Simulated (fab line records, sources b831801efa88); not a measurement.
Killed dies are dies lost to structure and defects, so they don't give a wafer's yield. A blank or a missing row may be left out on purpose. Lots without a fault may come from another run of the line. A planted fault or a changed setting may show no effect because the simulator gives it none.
Split-lot experiment | flow sfq_line | 5 lots, 23 wafers read, on a route of 325 steps

THE SPLIT
At SFQ_TRILAYER_M7_LITHO_PEB_180 (peb time 60 s), the setting peb_temp_c was moved away from the recipe's 115 C on 6 of the 23 wafers read, by -2.1% to +2.9%. The other wafers ran this setting at the recipe's value.

FROM THE SPLIT TO THE READING: what the file shows between them, 1 step
- SFQ_TRILAYER_M7_LITHO_DEVELOP_179: time 60 s

THE READING
M7.cd_nm (the simulator's own value, which no gauge read), in nm, at SFQ_TRILAYER_M7_BARC_OPEN_METAL_ETCH_229 (etches BARC in O2, target depth 125 nm, time 41.7 s). The file gives no usual value for it. The 17 wafers here that ran the recipe average 499.6 nm, standard deviation 1.8 nm.

wafer  | tool, chamber at the split | peb_temp_c as run, C | against the recipe | M7.cd_nm, nm | against lot-mates on the recipe
L075.1 | litho_track-03, 0          | 115                  | recipe             | 498.4        | -
L075.3 | litho_track-03, 0          | 115                  | recipe             | 497.3        | -
L075.4 | litho_track-03, 0          | 115                  | recipe             | 499.3        | -
L075.5 | litho_track-03, 0          | 115                  | recipe             | 498.3        | -
L075.6 | litho_track-03, 0          | 115                  | recipe             | 498.8        | -
L077.1 | litho_track-03, 0          | 115                  | recipe             | 496.2        | -
L077.4 | litho_track-03, 0          | 115                  | recipe             | 497.7        | -
L077.6 | litho_track-03, 0          | 115                  | recipe             | 498          | -
L080.1 | litho_track-03, 0          | 118.3                | +2.9%              | 447.6        | -54.5
L080.2 | litho_track-03, 0          | 115                  | recipe             | 502.7        | -
L080.4 | litho_track-03, 0          | 118.3                | +2.9%              | 449.3        | -52.8
L080.5 | litho_track-03, 0          | 118.3                | +2.9%              | 448.5        | -53.6
L080.6 | litho_track-03, 0          | 115                  | recipe             | 501.6        | -
L081.2 | litho_track-02, 0          | 115                  | recipe             | 500.4        | -
L081.3 | litho_track-02, 0          | 115                  | recipe             | 501.7        | -
L081.4 | litho_track-02, 0          | 115                  | recipe             | 500.8        | -
L081.5 | litho_track-02, 0          | 115                  | recipe             | 501.8        | -
L081.6 | litho_track-02, 0          | 115                  | recipe             | 500.3        | -
L083.1 | litho_track-04, 0          | 112.6                | -2.1%              | 547.3        | +47.3
L083.2 | litho_track-04, 0          | 115                  | recipe             | 500.8        | -
L083.3 | litho_track-04, 0          | 115                  | recipe             | 499.1        | -
L083.4 | litho_track-04, 0          | 112.6                | -2.1%              | 549.1        | +49.1
L083.6 | litho_track-04, 0          | 112.6                | -2.1%              | 547.5        | +47.5

THE FIT
A straight line over all 23 wafers: M7.cd_nm changes by -19.8 nm for each +1% of peb_temp_c; r = -0.99; the points scatter about the line by 3.4 nm.
The same after taking each lot's own level away (the mean of its wafers on the recipe; 23 wafers): -20.3 nm for each +1%; r = -1.00; scatter 2.5 nm.
On that fit, the largest move of peb_temp_c shifts the reading by 58 nm.
The lots' own levels span 497.30 to 502.15 nm, that is 2.7 times the standard deviation above.
So the lot-to-lot level changes the slope little: the two slopes agree.
Check: with one of the wafers moved furthest among these (+2.9%) left out of the fit, the line predicts -57.6 nm for it against its lot-mates. It came out at -54.5 nm against them.

OTHER SPLITS ON THESE WAFERS
These wafers also went through other splits before the reading. Each is held against what the fit with the lots' levels taken away leaves over:
other split on the same wafers                          | wafers away from the commonest value | r with M7.cd_nm (lot level and that fit taken away)
SFQ_TRILAYER_M5_BARC_OPEN_METAL_ETCH_161 pressure_mtorr | 15                                   | +0.44
SFQ_TRILAYER_R5_LITHO_COAT_141 resist_thk_nm            | 10                                   | -0.20
SFQ_TRILAYER_R5_BARC_OPEN_METAL_ETCH_177 time_s         | 11                                   | -0.22
SFQ_TRILAYER_I5_BARC_OPEN_VIA_ETCH_200 time_s           | 9                                    | -0.05
SFQ_TRILAYER_C5_BARC_OPEN_VIA_ETCH_210 time_s           | 5                                    | -0.08
SFQ_TRILAYER_M6_LITHO_COAT_164 resist_thk_nm            | 8                                    | +0.31
SFQ_TRILAYER_M6_LITHO_EXPOSE_160 dose_mj                | 12                                   | -0.04
SFQ_TRILAYER_I6_VIA_LITHO_COAT_174 spin_rpm             | 8                                    | -0.20
SFQ_TRILAYER_I6_VIA_LITHO_PEB_172 peb_time_s            | 5                                    | -0.20
SFQ_TRILAYER_M7_LITHO_COAT_182 resist_thk_nm            | 9                                    | -0.34

THE FILE'S OWN FIT
M7.cd_nm changes by -20.2 nm for each +1% of peb_temp_c, r = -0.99.
